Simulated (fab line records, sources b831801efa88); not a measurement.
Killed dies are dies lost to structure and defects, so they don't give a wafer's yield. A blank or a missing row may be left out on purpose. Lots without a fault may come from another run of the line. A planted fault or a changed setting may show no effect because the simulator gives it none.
A struck lot beside a sound one | flow sky130 | 18 steps out of a route of 708
Sound: wafers L277.2, L277.4, L277.6. Struck: wafers L290.1, L290.2, L290.4. The cause comes at the end.
At each step with rows: each side's tool, then ch and its chambers, then its first start. Under that, the readings that differ: sound wafers | struck wafers | difference of the means | sigmas: that difference in standard deviations of wafers without a fault.
alike: readings whose means differ by less than 2 such deviations, and words and numbers that are the same on both sides. not compared: withheld readings, readings that some wafer has no value for, bounds like >300 that may hide the same value, and numbers for which the record gives no deviation and whose values overlap.
The two part at a step that has a row with sigmas, a row that says differs or no value, or rows on one side only. Numbers that don't overlap but have no deviation are shown without sigmas and don't part them. A reading that every wafer of one side lacks parts them only if that side has two wafers or more.

SKY_GATE_OXIDE_STRIP_13: strips in O2/N2.
  sound on plasma_asher-02 ch 0,1, day 15 17:31; struck on plasma_asher-03 ch 0,1, day 20 10:35
  reading                      | sound             | struck            | difference | sigmas
  strip_time_to_endpoint_s (s) | 14.22 14.24 14.25 | 14.12 14.15 14.20 | -0.08      | -2
  alike: drypump_motor_current_A, oes_product_au
  not compared: rf_hours_counter_h
SKY_GATE_OXIDE_TW_MEAS_14:
  sound on film_metro-04, day 15 17:37; struck on film_metro-01, day 20 10:41
  reading       | sound             | struck            | difference | sigmas
  GATE_OXIDE_TW | 219.4 219.0 219.2 | 223.7 222.3 223.4 | +3.9       | +2
then, 3 steps without rows for these wafers: SKY_GATE_OXIDE_CLEAN_15 (cleans in SC1/SC2, time 150 s); SKY_GATE_OXIDE_OXIDATION_16 (stabilise 600 s, purge 300 s, target thk 3.57 nm); SKY_POLY_GATE_CVD_00 (deposits poly-Si, target thk 180 nm, time 720 s).
SKY_POLY_GATE_THK_MEAS_01:
  sound on film_metro-02, day 15 20:50; struck on film_metro-02, day 20 14:01
  alike: POLY_GATE_CVD_00_THK
then, 6 steps without rows for these wafers: SKY_RES_PROTECT_DEHYDRATE_00 (time 60 s); SKY_RES_PROTECT_HMDS_01 (prime time 60 s); SKY_RES_PROTECT_COAT_02 (resist thk 1140 nm); SKY_RES_PROTECT_SOFTBAKE_03 (time 60 s); SKY_RES_PROTECT_EXPOSE_04 (exposes mask RPM, target cd 1270 nm); SKY_RES_PROTECT_PEB_05.
SKY_RES_PROTECT_DEVELOP_06: develop time 60 s.
  sound on litho_track-01 ch 0, day 17 00:32; struck on litho_track-03 ch 0, day 21 20:41
  reading                | sound             | struck            | difference | sigmas
  chill_plate_temp_C (C) | 23.11 23.25 23.22 | 23.07 22.93 22.92 | -0.22      | -2
then, 1 step without rows for these wafers: SKY_POLY_GATE_IMPLANT_02.
SKY_RES_PROTECT_STRIP_07: strips in O2/N2.
  sound on plasma_asher-04 ch 1, day 17 00:48; struck on plasma_asher-01 ch 0,1, day 21 20:59
  reading                     | sound       | struck      | difference | sigmas
  drypump_motor_current_A (A) | 6.6 6.6 6.6 | 5.4 6.3 5.4 | -0.9       | -2
  alike: oes_product_au, strip_time_to_endpoint_s
  not compared: rf_hours_counter_h
SKY_RES_PROTECT_TW_MEAS_08:
  sound on film_metro-03, day 17 00:55; struck on film_metro-03, day 21 21:05
  reading      | sound          | struck      | difference | sigmas
  POLY_GATE_TW | 4015 4026 4019 | 232 244 238 | -3782      | -99 or more
then, 1 step without rows for these wafers: SKY_RES_PROTECT_CLEAN_09 (cleans in SC1/SC2, time 150 s).
-- the record jumps here: 28 days lie between the struck wafers' starts before and after (it left off in module RES_PROTECT and takes up again in module PAD_OPEN, whose first step shown is number 708 of the route) --
SKY_PAD_OPEN_PROBE_99:
  sound on prober-02, day 47 06:04; struck on prober-01, day 50 05:07
  alike: killed_at_M0_to_M3, killed_at_M4_up, killed_at_contacts, killed_at_front_end, killed_at_other, killed_dies, killed_on_rim, killed_open, killed_short

WHERE THEY PART
First at SKY_GATE_OXIDE_STRIP_13; last, within this record, at SKY_RES_PROTECT_TW_MEAS_08. Later steps at which nothing parts them and some readings are alike: SKY_PAD_OPEN_PROBE_99.

WHY: what the simulator had put in
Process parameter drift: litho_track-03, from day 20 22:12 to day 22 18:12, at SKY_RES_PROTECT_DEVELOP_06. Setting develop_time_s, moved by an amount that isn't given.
